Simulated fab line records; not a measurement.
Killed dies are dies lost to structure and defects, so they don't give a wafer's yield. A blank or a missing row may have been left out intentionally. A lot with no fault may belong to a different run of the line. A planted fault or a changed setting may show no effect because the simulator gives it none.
The tool behind it: which one? / flow sky130 / Sampling: 24 lots, 72 wafers, 3 of 708 route steps

== WHAT THE GAUGES READ, wafer by wafer ==
SKY_METAL2_CD_MEAS_15: the cd target is 140 nm.
lot=L074; measured=day 35 19:16; on=cdSem-02; cdNm (nm)=139.6 140.7 138.9
lot=L075; measured=day 36 01:54; on=cdSem-01; cdNm (nm)=138.6 138.1 138.9
lot=L076; measured=day 36 09:20; on=cdSem-01; cdNm (nm)=138.9 138.8 140.6
lot=L077; measured=day 36 14:06; on=cdSem-02; cdNm (nm)=137.4 137.8 138.9
lot=L078; measured=day 37 02:01; on=cdSem-01; cdNm (nm)=140.6 140.7 140.9
lot=L079; measured=day 37 07:49; on=cdSem-02; cdNm (nm)=140.9 142.0 140.6
lot=L080; measured=day 37 16:53; on=cdSem-01; cdNm (nm)=143.3 142.5 143.6
lot=L081; measured=day 38 08:17; on=cdSem-02; cdNm (nm)=140.7 143.1 142.6
lot=L082; measured=day 39 04:40; on=cdSem-01; cdNm (nm)=141.0 140.3 140.1
lot=L083; measured=day 39 06:01; on=cdSem-02; cdNm (nm)=140.0 140.8 140.9
lot=L084; measured=day 39 09:24; on=cdSem-02; cdNm (nm)=141.8 141.8 140.7
lot=L085; measured=day 39 16:06; on=cdSem-02; cdNm (nm)=140.6 139.8 140.6
lot=L086; measured=day 39 16:30; on=cdSem-01; cdNm (nm)=138.1 138.4 139.7
lot=L087; measured=day 39 18:20; on=cdSem-02; cdNm (nm)=138.5 136.9 138.7
lot=L088; measured=day 40 06:49; on=cdSem-02; cdNm (nm)=138.3 138.4 139.0
lot=L089; measured=day 40 11:25; on=cdSem-02; cdNm (nm)=139.5 140.5 140.7
lot=L090; measured=day 40 16:31; on=cdSem-01; cdNm (nm)=138.2 138.0 139.2
lot=L091; measured=day 40 22:44; on=cdSem-02; cdNm (nm)=140.6 138.8 139.9
lot=L093; measured=day 41 05:15; on=cdSem-01; cdNm (nm)=141.2 140.8 139.7
lot=L092; measured=day 41 12:53; on=cdSem-01; cdNm (nm)=139.9 141.5 139.7
lot=L094; measured=day 41 19:25; on=cdSem-01; cdNm (nm)=140.8 140.9 141.2
lot=L095; measured=day 42 01:18; on=cdSem-02; cdNm (nm)=142.0 140.6 140.7
lot=L096; measured=day 42 05:38; on=cdSem-02; cdNm (nm)=137.8 137.4 137.4
lot=L097; measured=day 42 11:06; on=cdSem-02; cdNm (nm)=135.8 135.9 136.0

== TOOL THAT RAN EACH LOT (tool first, then ch and the chambers of the sampled wafers, then the start) ==
lot=L074; SKY_VIA1_CVD_21=cvdW-02 ch 0,1, day 34 16:20; SKY_METAL2_SPUTTER_04=pvdSputter-03, day 34 17:01
lot=L075; SKY_VIA1_CVD_21=cvdW-01 ch 0,1, day 34 22:39; SKY_METAL2_SPUTTER_04=pvdSputter-03, day 34 23:19
lot=L076; SKY_VIA1_CVD_21=cvdW-01 ch 0,1, day 35 05:56; SKY_METAL2_SPUTTER_04=pvdSputter-03, day 35 06:36
lot=L077; SKY_VIA1_CVD_21=cvdW-02 ch 0,1, day 35 10:46; SKY_METAL2_SPUTTER_04=pvdSputter-04, day 35 11:26
lot=L078; SKY_VIA1_CVD_21=cvdW-02 ch 0,1, day 35 23:17; SKY_METAL2_SPUTTER_04=pvdSputter-04, day 35 23:56
lot=L079; SKY_VIA1_CVD_21=cvdW-02 ch 0,1, day 36 04:59; SKY_METAL2_SPUTTER_04=pvdSputter-04, day 36 05:38
lot=L080; SKY_VIA1_CVD_21=cvdW-01 ch 0,1, day 36 13:46; SKY_METAL2_SPUTTER_04=pvdSputter-04, day 36 14:23
lot=L081; SKY_VIA1_CVD_21=cvdW-01 ch 0, day 37 05:20; SKY_METAL2_SPUTTER_04=pvdSputter-02, day 37 06:00
lot=L082; SKY_VIA1_CVD_21=cvdW-01 ch 0,1, day 38 01:35; SKY_METAL2_SPUTTER_04=pvdSputter-02, day 38 02:15
lot=L083; SKY_VIA1_CVD_21=cvdW-01 ch 0,1, day 38 03:14; SKY_METAL2_SPUTTER_04=pvdSputter-03, day 38 03:55
lot=L084; SKY_VIA1_CVD_21=cvdW-01 ch 0, day 38 07:36; SKY_METAL2_SPUTTER_04=pvdSputter-04, day 38 08:22
lot=L085; SKY_VIA1_CVD_21=cvdW-02 ch 0,1, day 38 14:04; SKY_METAL2_SPUTTER_04=pvdSputter-04, day 38 14:43
lot=L086; SKY_VIA1_CVD_21=cvdW-01 ch 0,1, day 38 14:07; SKY_METAL2_SPUTTER_04=pvdSputter-03, day 38 15:01
lot=L087; SKY_VIA1_CVD_21=cvdW-02 ch 0,1, day 38 16:47; SKY_METAL2_SPUTTER_04=pvdSputter-04, day 38 17:25
lot=L088; SKY_VIA1_CVD_21=cvdW-02 ch 0,1, day 39 04:27; SKY_METAL2_SPUTTER_04=pvdSputter-04, day 39 05:05
lot=L089; SKY_VIA1_CVD_21=cvdW-02 ch 0,1, day 39 09:07; SKY_METAL2_SPUTTER_04=pvdSputter-04, day 39 09:47
lot=L090; SKY_VIA1_CVD_21=cvdW-01 ch 1, day 39 14:44; SKY_METAL2_SPUTTER_04=pvdSputter-02, day 39 15:23
lot=L091; SKY_VIA1_CVD_21=cvdW-02 ch 0,1, day 39 21:16; SKY_METAL2_SPUTTER_04=pvdSputter-03, day 39 21:56
lot=L093; SKY_VIA1_CVD_21=cvdW-01 ch 0,1, day 40 04:29; SKY_METAL2_SPUTTER_04=pvdSputter-04, day 40 05:08
lot=L092; SKY_VIA1_CVD_21=cvdW-01 ch 0,1, day 40 11:49; SKY_METAL2_SPUTTER_04=pvdSputter-03, day 40 12:26
lot=L094; SKY_VIA1_CVD_21=cvdW-01 ch 0,1, day 40 19:01; SKY_METAL2_SPUTTER_04=pvdSputter-03, day 40 19:40
lot=L095; SKY_VIA1_CVD_21=cvdW-01 ch 0,1, day 41 00:55; SKY_METAL2_SPUTTER_04=pvdSputter-03, day 41 01:34
lot=L096; SKY_VIA1_CVD_21=cvdW-02 ch 0,1, day 41 04:23; SKY_METAL2_SPUTTER_04=pvdSputter-04, day 41 05:02
lot=L097; SKY_VIA1_CVD_21=cvdW-02 ch 0,1, day 41 10:37; SKY_METAL2_SPUTTER_04=pvdSputter-02, day 41 11:17
- SKY_VIA1_CVD_21: deposits W, target thk 270 nm, time 80.902 s.
- SKY_METAL2_SPUTTER_04: material TiN, target thk 70 nm, time 58.3 s.

== AS READ BY THE TOOLS THEMSELVES (means over the sampled wafers that have a number; for cases with no such wafer, the mark the record gives instead) ==
SKY_VIA1_CVD_21.
lot=L074; tool=cvdW-02; heaterPowerW (W)=824
lot=L075; tool=cvdW-01; heaterPowerW (W)=780
lot=L076; tool=cvdW-01; heaterPowerW (W)=836
lot=L077; tool=cvdW-02; heaterPowerW (W)=852
lot=L078; tool=cvdW-02; heaterPowerW (W)=801
lot=L079; tool=cvdW-02; heaterPowerW (W)=836
lot=L080; tool=cvdW-01; heaterPowerW (W)=820
lot=L081; tool=cvdW-01; heaterPowerW (W)=857
lot=L082; tool=cvdW-01; heaterPowerW (W)=830
lot=L083; tool=cvdW-01; heaterPowerW (W)=770
lot=L084; tool=cvdW-01; heaterPowerW (W)=870
lot=L085; tool=cvdW-02; heaterPowerW (W)=816
lot=L086; tool=cvdW-01; heaterPowerW (W)=828
lot=L087; tool=cvdW-02; heaterPowerW (W)=827
lot=L088; tool=cvdW-02; heaterPowerW (W)=822
lot=L089; tool=cvdW-02; heaterPowerW (W)=847
lot=L090; tool=cvdW-01; heaterPowerW (W)=680
lot=L091; tool=cvdW-02; heaterPowerW (W)=845
lot=L093; tool=cvdW-01; heaterPowerW (W)=746
lot=L092; tool=cvdW-01; heaterPowerW (W)=807
lot=L094; tool=cvdW-01; heaterPowerW (W)=802
lot=L095; tool=cvdW-01; heaterPowerW (W)=737
lot=L096; tool=cvdW-02; heaterPowerW (W)=838
lot=L097; tool=cvdW-02; heaterPowerW (W)=838

SKY_METAL2_SPUTTER_04.
lot=L074; tool=pvdSputter-03; throttleValvePct (%)=30.1
lot=L075; tool=pvdSputter-03; throttleValvePct (%)=30.2
lot=L076; tool=pvdSputter-03; throttleValvePct (%)=30.0
lot=L077; tool=pvdSputter-04; throttleValvePct (%)=30.0
lot=L078; tool=pvdSputter-04; throttleValvePct (%)=30.2
lot=L079; tool=pvdSputter-04; throttleValvePct (%)=30.1
lot=L080; tool=pvdSputter-04; throttleValvePct (%)=29.9
lot=L081; tool=pvdSputter-02; throttleValvePct (%)=29.7
lot=L082; tool=pvdSputter-02; throttleValvePct (%)=30.3
lot=L083; tool=pvdSputter-03; throttleValvePct (%)=29.5
lot=L084; tool=pvdSputter-04; throttleValvePct (%)=30.0
lot=L085; tool=pvdSputter-04; throttleValvePct (%)=30.5
lot=L086; tool=pvdSputter-03; throttleValvePct (%)=29.3
lot=L087; tool=pvdSputter-04; throttleValvePct (%)=30.0
lot=L088; tool=pvdSputter-04; throttleValvePct (%)=30.4
lot=L089; tool=pvdSputter-04; throttleValvePct (%)=30.7
lot=L090; tool=pvdSputter-02; throttleValvePct (%)=30.1
lot=L091; tool=pvdSputter-03; throttleValvePct (%)=30.2
lot=L093; tool=pvdSputter-04; throttleValvePct (%)=30.0
lot=L092; tool=pvdSputter-03; throttleValvePct (%)=29.9
lot=L094; tool=pvdSputter-03; throttleValvePct (%)=29.9
lot=L095; tool=pvdSputter-03; throttleValvePct (%)=30.0
lot=L096; tool=pvdSputter-04; throttleValvePct (%)=29.6
lot=L097; tool=pvdSputter-02; throttleValvePct (%)=30.4

== THE ANSWER, worked out from the rows above alone ==
Rule: what is usual is taken from the lots themselves. Put in order of their means at a reading, lots are off if they are a third of the lots or fewer, leave a main group of 4 or more, and stand apart from it by a gap of 3 or more times the standard deviation of the main group's means; of several such gaps the widest counts. The tables above print the reading to a certain number of digits; a main group whose means all agree to those digits is not used. Also off: a lot with no number at a reading for which 4 or more lots have one. Any other lot the step has rows for is counted as sound. First the gauges in route order, then the tools' own readings, where a lot's mean is used as printed above. The first step at which some lot is off is used, and at that step the reading that is off furthest; a lot without a number counts as furthest.
No lot is off at any reading shown: from this, nothing can be told.

== WHAT HAD BEEN PUT IN BY THE SIMULATOR ==
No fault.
